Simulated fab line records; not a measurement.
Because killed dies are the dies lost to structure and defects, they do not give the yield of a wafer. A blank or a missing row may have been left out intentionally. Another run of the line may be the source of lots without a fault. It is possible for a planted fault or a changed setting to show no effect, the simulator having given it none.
Comparing a struck lot with a sound one | flow sky130 | 14 out of 708 route steps
Sound: wafers L504.1, L504.3, L504.6. Wafers struck: L512.3, L512.5, L512.6. Last of all comes the cause.
At each step with rows: each side's tool, then ch and its chambers, then its first start. Under that, the readings that differ: sound wafers | struck wafers | difference of the means | sigmas: that difference in standard deviations of wafers without a fault.
alike: words and numbers the same on both sides, and readings whose means are apart by under 2 such deviations; not compared: readings that were withheld, readings missing a value for some wafer, numbers with overlapping values and no deviation given by the record, and bounds like >300 which may hide the same value.
A row with sigmas, a row that says differs or no value, or rows on one side alone: a step with any of these is where the two part. Numbers that don't overlap but have no deviation are shown without sigmas and don't part them. A reading missing from all wafers of one side parts the sides only when that side holds two or more wafers.

SKY_METAL5_SPUTTER_01: material TiN, target thk 20 nm, time 16.7 s.
  sound on pvd sputter-02, day 44 13:26; struck on pvd sputter-02, day 46 15:43
  alike: chamber pressure pa, throttle valve pct
SKY_METAL5_SPUTTER_02: material AlCu, target thk 1150 nm, time 61.2 s.
  sound on pvd sputter-02, day 44 13:28; struck on pvd sputter-02, day 46 15:45
  alike: chamber pressure pa, throttle valve pct
SKY_METAL5_SPUTTER_03: material Ti, target thk 5 nm, time 3.3 s.
  sound on pvd sputter-02, day 44 13:31; struck on pvd sputter-02, day 46 15:48
  alike: chamber pressure pa, throttle valve pct
SKY_METAL5_SPUTTER_04: material TiN, target thk 70 nm, time 58.3 s.
  sound on pvd sputter-02, day 44 13:32; struck on pvd sputter-02, day 46 15:49
  alike: chamber pressure pa, throttle valve pct
SKY_METAL5_RS_MEAS_05: measurement is done with a four-point probe.
  sound on film metro-03, day 44 13:35; struck on film metro-03, day 46 15:55
  alike: METAL5_ALCU_RS
SKY_METAL5_THK_MEAS_06: measures by xrf.
  sound on film metro-03, day 44 13:42; struck on film metro-03, day 46 16:01
  alike: METAL5_ALCU_THK
then, 6 steps without rows for these wafers: SKY_METAL5_DEHYDRATE_07 (time 60 s); SKY_METAL5_HMDS_08 (prime time 60 s); SKY_METAL5_COAT_09 (resist thk 1800 nm); SKY_METAL5_SOFTBAKE_10 (time 60 s); SKY_METAL5_EXPOSE_11 (exposes mask MM5, target cd 1600 nm); SKY_METAL5_PEB_12.
SKY_METAL5_DEVELOP_13: develop time 60 s.
  sound on litho track-03 ch 0, day 45 10:32; struck on litho track-03, day 47 12:23
  no value came back on the struck wafers for chill plate temp C (C), develop time s (s); on the sound wafers chill plate temp C (C) reads 22.99 23.00 23.04
SKY_METAL5_DESCUM_14: chemistry O2, time 11 s.
  sound on rie metal-03 ch 0,1, day 45 10:41; struck on rie metal-01 ch 0,1, day 47 12:30
  alike: drypump motor current A, he backside leak sccm, oes product au
  not compared: rf hours counter h

## WHERE THEY PART
Only at SKY_METAL5_DEVELOP_13, within this record. Later steps at which nothing parts them and some readings are alike: SKY_METAL5_DESCUM_14.

WHY: whatever the simulator had introduced
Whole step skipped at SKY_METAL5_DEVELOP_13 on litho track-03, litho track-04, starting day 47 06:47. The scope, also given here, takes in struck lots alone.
